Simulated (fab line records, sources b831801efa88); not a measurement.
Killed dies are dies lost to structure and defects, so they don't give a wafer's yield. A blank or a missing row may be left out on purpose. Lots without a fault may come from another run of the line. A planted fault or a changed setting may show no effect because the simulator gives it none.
A struck lot beside a sound one | flow sky130 | 16 steps out of a route of 708
Sound: wafers L271.2, L271.3, L271.6. Struck: wafers L280.2, L280.3, L280.5. The cause comes at the end.
At each step with rows: each side's tool, then ch and its chambers, then its first start. Under that, the readings that differ: sound wafers | struck wafers | difference of the means | sigmas: that difference in standard deviations of wafers without a fault.
alike: readings whose means differ by less than 2 such deviations, and words and numbers that are the same on both sides. not compared: withheld readings, readings that some wafer has no value for, bounds like >300 that may hide the same value, and numbers for which the record gives no deviation and whose values overlap.
The two part at a step that has a row with sigmas, a row that says differs or no value, or rows on one side only. Numbers that don't overlap but have no deviation are shown without sigmas and don't part them. A reading that every wafer of one side lacks parts them only if that side has two wafers or more.

first, 2 steps without rows for these wafers: SKY_VIA2_CLEAN_18 (cleans in IPA, time 180 s); SKY_VIA2_CLEAN_19 (cleans in O3/DIW).
SKY_VIA2_SPUTTER_20: material TiN, target thk 20 nm, time 80 s.
  sound on pvd_sputter-02, day 37 00:51; struck on pvd_sputter-02, day 39 22:20
  alike: throttle_valve_pct
then, 1 step without rows for these wafers: SKY_VIA2_CVD_21 (deposits W, target thk 420 nm, time 126.4 s).
SKY_VIA2_RS_MEAS_22: measures by four-point-probe.
  sound on film_metro-01, day 37 01:04; struck on film_metro-02, day 39 22:33
  reading            | sound                | struck               | difference | sigmas
  VIA2_W_RS (ohm/sq) | 0.2749 0.2781 0.2783 | 0.2711 0.2695 0.2669 | -0.0079    | -3
SKY_VIA2_THK_MEAS_23: measures by xrf.
  sound on film_metro-01, day 37 01:10; struck on film_metro-02, day 39 22:40
  alike: VIA2_W_THK
then, 2 steps without rows for these wafers: SKY_VIA2_CMP_24 (polishes, stops on SiO2, t overpolish 20 s, target thk 0 nm); SKY_METAL3_SPUTTER_00 (material Ti, target thk 15 nm, time 10 s).
SKY_METAL3_SPUTTER_01: material TiN, target thk 20 nm, time 16.7 s.
  sound on pvd_sputter-03, day 37 01:32; struck on pvd_sputter-02, day 39 23:02
  alike: throttle_valve_pct
then, 1 step without rows for these wafers: SKY_METAL3_SPUTTER_02 (material AlCu, target thk 735 nm, time 39.1 s).
SKY_METAL3_SPUTTER_03: material Ti, target thk 5 nm, time 3.3 s.
  sound on pvd_sputter-03, day 37 01:36; struck on pvd_sputter-02, day 39 23:06
  alike: throttle_valve_pct
SKY_METAL3_SPUTTER_04: material TiN, target thk 70 nm, time 58.3 s.
  sound on pvd_sputter-03, day 37 01:37; struck on pvd_sputter-02, day 39 23:07
  alike: throttle_valve_pct
SKY_CAPM_CVD_00: deposits SiO2, target thk 15.5 nm.
  sound on pecvd-04 ch 1,2, day 37 01:40; struck on pecvd-02 ch 1,2, day 39 23:00
  alike: heater_power_outer_w, heater_power_w
SKY_CAPM_THK_MEAS_01:
  sound on film_metro-02, day 37 01:42; struck on film_metro-02, day 39 23:23
  reading              | sound             | struck            | difference | sigmas
  CAPM_CVD_00_THK (nm) | 15.49 15.32 15.66 | 30.71 31.03 31.46 | +15.58     | +71
SKY_CAPM_SPUTTER_02: material TiN, target thk 200 nm, time 166.7 s.
  sound on pvd_sputter-04, day 37 01:45; struck on pvd_sputter-03, day 39 23:26
  reading                | sound          | struck         | difference | sigmas
  throttle_valve_pct (%) | 31.3 31.1 30.2 | 29.2 29.3 29.1 | -1.7       | -2
-- the record jumps here: 9 days lie between the struck wafers' starts before and after (it left off in module CAPM and takes up again in module PAD_OPEN, whose first step shown is number 708 of the route) --
SKY_PAD_OPEN_PROBE_99:
  sound on prober-02, day 46 10:38; struck on prober-01, day 48 16:02
  reading                               | sound             | struck           | difference | sigmas
  killed_open                           | 42 41 38          | 68 51 56         | +18        | +3
  model.etest.tester.sort_n_pass        | 412 409 424       | 0 0 0            | -415       |
  model.etest.tester.sort_bin_3_pct (%) | 0.6098 1.423 1.22 | 79.67 83.13 81.5 | +80.35     |
  model.etest.tester.sort_yield_pct (%) | 83.74 83.13 86.18 | 0 0 0            | -84        |
  model.etest.nfet_01v8_turned.short    | 0 0 0             | 1 1 1            | +1         |
  model.etest.nfet_01v8_lvt.short       | 0 0 0             | 1 1 1            | +1         |
  model.etest.met2_comb.over_limit      | 0 0 0             | 1 1 1            | +1         |
  model.etest.res_ndiff.short           | 0 0 0             | 1 1 1            | +1         |
  model.etest.met1.short                | 0 0 0             | 1 1 1            | +1         |
  alike: defect_limited_yield, killed_at_M0_to_M3, killed_at_M4_up, killed_at_contacts, killed_at_front_end, killed_at_other, killed_dies, killed_short

WHERE THEY PART
First at SKY_VIA2_RS_MEAS_22; last, within this record, at SKY_PAD_OPEN_PROBE_99.

WHY: what the simulator had put in
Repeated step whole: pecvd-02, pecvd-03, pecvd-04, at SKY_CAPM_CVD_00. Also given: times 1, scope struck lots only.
